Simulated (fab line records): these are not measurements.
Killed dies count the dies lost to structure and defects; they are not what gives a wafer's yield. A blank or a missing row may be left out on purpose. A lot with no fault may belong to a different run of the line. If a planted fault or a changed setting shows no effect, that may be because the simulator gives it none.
What tool caused it? :: flow gf180mcu :: 11 lots with 33 wafers sampled at 3 steps, on a route of 602 steps

== WHAT EACH GAUGE READ, for each wafer ==
GF_HV_LDD_THK_MEAS_57.
lot: L978
measured: day 12 12:43
on: filmMetro-02
HV_LDD_CVD_56_THK (nm): 90.8 89.9 90.8

lot: L981
measured: day 13 08:08
on: filmMetro-01
HV_LDD_CVD_56_THK (nm): 89.0 89.1 89.2

lot: L982
measured: day 13 20:35
on: filmMetro-03
HV_LDD_CVD_56_THK (nm): 90.3 91.3 91.0

lot: L984
measured: day 14 11:42
on: filmMetro-03
HV_LDD_CVD_56_THK (nm): 89.4 89.1 89.1

lot: L989
measured: day 16 07:25
on: filmMetro-01
HV_LDD_CVD_56_THK (nm): 112.0 111.8 112.1

lot: L994
measured: day 17 22:17
on: filmMetro-02
HV_LDD_CVD_56_THK (nm): 89.6 90.4 90.7

lot: L996
measured: day 18 11:53
on: filmMetro-01
HV_LDD_CVD_56_THK (nm): 90.9 90.6 90.2

lot: L997
measured: day 18 19:20
on: filmMetro-02
HV_LDD_CVD_56_THK (nm): 89.2 88.8 89.2

lot: L998
measured: day 19 06:44
on: filmMetro-02
HV_LDD_CVD_56_THK (nm): 88.4 89.8 89.8

lot: L100
measured: day 19 20:07
on: filmMetro-03
HV_LDD_CVD_56_THK (nm): 90.7 90.0 89.7

lot: L101
measured: day 20 02:02
on: filmMetro-01
HV_LDD_CVD_56_THK (nm): 88.8 88.4 88.4

== EACH LOT AND THE TOOL THAT RAN IT (in order: tool; ch and the chambers of the sampled wafers; start) ==
lot: L978
GF_POLY_GATE_ETCH_13: rieSi-02 ch 1,3, day 9 04:56
GF_HV_LDD_CVD_56: lpcvd-02 ch 0, day 12 11:17

lot: L981
GF_POLY_GATE_ETCH_13: rieSi-02 ch 0,2, day 9 22:44
GF_HV_LDD_CVD_56: lpcvd-02 ch 1, day 13 06:43

lot: L982
GF_POLY_GATE_ETCH_13: rieSi-02 ch 2,3, day 10 11:38
GF_HV_LDD_CVD_56: lpcvd-02 ch 1, day 13 19:08

lot: L984
GF_POLY_GATE_ETCH_13: rieSi-02 ch 0,2,3, day 10 23:35
GF_HV_LDD_CVD_56: lpcvd-01 ch 0, day 14 10:16

lot: L989
GF_POLY_GATE_ETCH_13: rieSi-01 ch 1,3, day 12 15:26
GF_HV_LDD_CVD_56: lpcvd-01 ch 1, day 16 05:58

lot: L994
GF_POLY_GATE_ETCH_13: rieSi-02 ch 0,1,2, day 13 22:38
GF_HV_LDD_CVD_56: lpcvd-02 ch 0, day 17 20:51

lot: L996
GF_POLY_GATE_ETCH_13: rieSi-02 ch 1,2,3, day 14 11:39
GF_HV_LDD_CVD_56: lpcvd-02 ch 1, day 18 10:28

lot: L997
GF_POLY_GATE_ETCH_13: rieSi-01 ch 0,1,2, day 14 19:20
GF_HV_LDD_CVD_56: lpcvd-01 ch 1, day 18 17:55

lot: L998
GF_POLY_GATE_ETCH_13: rieSi-02 ch 1,2,3, day 15 06:06
GF_HV_LDD_CVD_56: lpcvd-01 ch 0, day 19 05:17

lot: L100
GF_POLY_GATE_ETCH_13: rieSi-02 ch 0,2,3, day 15 16:50
GF_HV_LDD_CVD_56: lpcvd-02 ch 1, day 19 18:40

lot: L101
GF_POLY_GATE_ETCH_13: rieSi-02 ch 0,3, day 15 21:35
GF_HV_LDD_CVD_56: lpcvd-01 ch 1, day 20 00:35
- GF_POLY_GATE_ETCH_13: etches poly-Si in HBr/Cl2, stops on SiO2, target depth 198.5 nm, time 69.6 s.
- GF_HV_LDD_CVD_56: deposits Si3N4 from DCS/NH3, target thk 90 nm, time 1543 s.

== THE ANSWER, worked out from the rows above alone ==
Rule: what is usual is taken from the lots themselves. The widest of any qualifying gaps counts: lots, ordered by their means at a reading, are off when they make up no more than a third of the lots, leave a main group of 4 or more, and stand apart from it by 3 or more times the standard deviation of that group's means. Not used: any main group whose means are identical at the precision the tables above print for the reading. Also off: a lot with no number at a reading for which 4 or more lots have one. All remaining lots with rows at the step are treated as sound.
Off: at GF_HV_LDD_THK_MEAS_57 (HV_LDD_CVD_56_THK), L989. Mean 89.8 nm and standard deviation 0.76 in the main group.
If a tool, at a process step before that reading, ran all the lots that are off and no sound lot after the first of them, it fits. Those tools and the gauges at GF_HV_LDD_THK_MEAS_57 are tried in the same way. No candidate that was tried fits.

== WHAT THE SIMULATOR HAD PUT IN ==
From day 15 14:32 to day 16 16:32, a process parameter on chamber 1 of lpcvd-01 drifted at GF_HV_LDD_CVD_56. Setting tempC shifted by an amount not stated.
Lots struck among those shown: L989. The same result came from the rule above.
